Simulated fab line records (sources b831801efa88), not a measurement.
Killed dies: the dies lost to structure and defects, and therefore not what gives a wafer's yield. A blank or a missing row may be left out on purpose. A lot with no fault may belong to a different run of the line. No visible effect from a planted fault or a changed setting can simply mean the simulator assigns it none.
A struck lot beside a sound one -- flow sfqLine -- 21 steps out of a route of 325
Sound: these wafers, L285.2, L285.3, L285.5. Wafers L294.4, L294.5, L294.6 were the ones struck. The cause comes at the end.
For every step that has rows: the tool of each side, followed by ch and its chambers, followed by its first start. Under that, the readings that differ: sound wafers -- struck wafers -- difference of the means -- sigmas: that difference in standard deviations of wafers without a fault.
alike: words and numbers the same on both sides, and readings whose means are apart by under 2 such deviations; not compared: readings that were withheld, readings missing a value for some wafer, numbers with overlapping values and no deviation given by the record, and bounds like >300 which may hide the same value.
A row with sigmas, a row that says differs or no value, or rows on one side alone: a step with any of these is where the two part. Numbers that don't overlap but have no deviation are shown without sigmas and don't part them. A reading that every wafer of one side lacks parts them only if that side has two wafers or more.

first, 3 steps without rows for these wafers: SFQ_TRILAYER_M1_LITHO_EXPOSE_040 (exposes mask M1, target cd 500 nm); SFQ_TRILAYER_M1_LITHO_PEB_042 (peb time 60 s); SFQ_TRILAYER_M1_LITHO_DEVELOP_041 (time 60 s).
SFQ_M1_OVL_MEAS_911:
  struck on overlay-01, day 29 13:39; sound on overlay-02, day 24 09:13
  alike: M1_OVL
SFQ_TRILAYER_M1_BARC_OPEN_METAL_ETCH_054: etches BARC in O2, target depth 125 nm, time 41.7 s.
  sound on rieMetal-03 ch 1, day 24 09:15; struck on rieMetal-03 ch 0, day 29 13:44
  alike: chamberPressureMTorr, drypumpMotorCurrentA, oesProductAu
  not compared: rfHoursCounterH
SFQ_TRILAYER_M1_ETCH_METAL_ETCH_042: etches Nb in Cl2/Ar, stops on SiO2, target depth 240 nm, time 120 s.
  sound on rieMetal-03 ch 1, day 24 09:19; struck on rieMetal-03 ch 0, day 29 13:55
  alike: chamberPressureMTorr, drypumpMotorCurrentA, oesProductAu
  not compared: rfHoursCounterH
SFQ_TRILAYER_M1_STRIP_STRIP_043: strips in O2.
  sound on rieMetal-03 ch 1, day 24 09:26; struck on rieMetal-03 ch 0, day 29 14:38
reading,sound,struck,difference,sigmas
chamberPressureMTorr (mTorr),50.08 50.00 50.06,49.91 49.92 49.96,-0.12,-2
oesProductAu (a.u.),1.018 1.010 1.024,0.997 0.993 0.993,-0.023,-2
  alike: drypumpMotorCurrentA, platenTempC
  not compared: rfHoursCounterH
then, 2 steps without rows for these wafers: SFQ_TRILAYER_M1_STRIP_SOLV_CLEAN_044 (cleans in NMP, time 600 s); SFQ_TRILAYER_I1_DEP_PECVD_045 (deposits SiO2 from SiH4/N2O, time 111.11 s, target thk 500 nm).
SFQ_TRILAYER_I1_CMP_CMP_046: polishes SiO2.
  sound on cmp-01 ch 0,1,3, day 24 11:17; struck on cmp-01 ch 1,2, day 29 18:13
  alike: motorCurrentA, retainingRingPressureFrac, timeToEndpointS
SFQ_I1_BOW_MEAS_912:
  struck on filmMetro-03, day 29 20:47; sound on filmMetro-01, day 24 13:19
  alike: I1_BOW
SFQ_TRILAYER_I1_METRO_MEASURE_047:
  struck on filmMetro-03, day 29 21:26; sound on filmMetro-01, day 24 13:37
  alike: thkNm
SFQ_TRILAYER_I1_VIA_LITHO_COAT_054: resist thk 62 nm.
  sound on lithoTrack-01 ch 0, day 24 14:40; struck on lithoTrack-01 ch 0, day 29 22:11
reading,sound,struck,difference,sigmas
spinSpeedRpm (rpm),3000.6 3001.5 3003.2,2654.6 2653.4 2655.3,-347.3,-99 or more
model.BARC_of_TRILAYER_I1_VIA_LITHO_COAT_054.thkNm (nm),61.69 61.8 61.6,66.2 66.21 66.03,+4.4,
then, 5 steps without rows for these wafers: SFQ_TRILAYER_I1_VIA_LITHO_COAT_049 (resist thk 650 nm); SFQ_TRILAYER_I1_VIA_LITHO_SOFTBAKE_053; SFQ_TRILAYER_I1_VIA_LITHO_EXPOSE_050 (exposes mask I1, target cd 500 nm); SFQ_TRILAYER_I1_VIA_LITHO_PEB_052 (peb time 60 s); SFQ_TRILAYER_I1_VIA_LITHO_DEVELOP_051 (time 60 s).
SFQ_I1_OVL_MEAS_913:
  struck on overlay-01, day 30 08:39; sound on overlay-02, day 24 20:35
  alike: I1_OVL
SFQ_TRILAYER_I1_VIA_BARC_OPEN_VIA_ETCH_071: etches BARC in O2, target depth 125 nm, time 41.7 s.
  sound on rieDiel-02 ch 0,1,3, day 24 20:37; struck on rieDiel-03 ch 0,1,2, day 30 08:40
reading,sound,struck,difference,sigmas
oesProductAu (a.u.),0.689 0.680 0.671,0.709 0.707 0.704,+0.027,+5
model.etch.depthNm (nm),61.69 61.8 61.6,66.2 66.21 66.03,+4.4,
  alike: chamberPressureMTorr, drypumpMotorCurrentA
  not compared: rfHoursCounterH
then, 1 step without rows for these wafers: SFQ_TRILAYER_I1_VIA_ETCH_VIA_ETCH_052 (etches SiO2 in CHF3, stops on Nb, target depth 260 nm).

WHERE THEY PART
Last at SFQ_TRILAYER_I1_VIA_BARC_OPEN_VIA_ETCH_071 as far as this record goes, first at SFQ_TRILAYER_M1_STRIP_STRIP_043.

WHY: the cause the simulator had injected
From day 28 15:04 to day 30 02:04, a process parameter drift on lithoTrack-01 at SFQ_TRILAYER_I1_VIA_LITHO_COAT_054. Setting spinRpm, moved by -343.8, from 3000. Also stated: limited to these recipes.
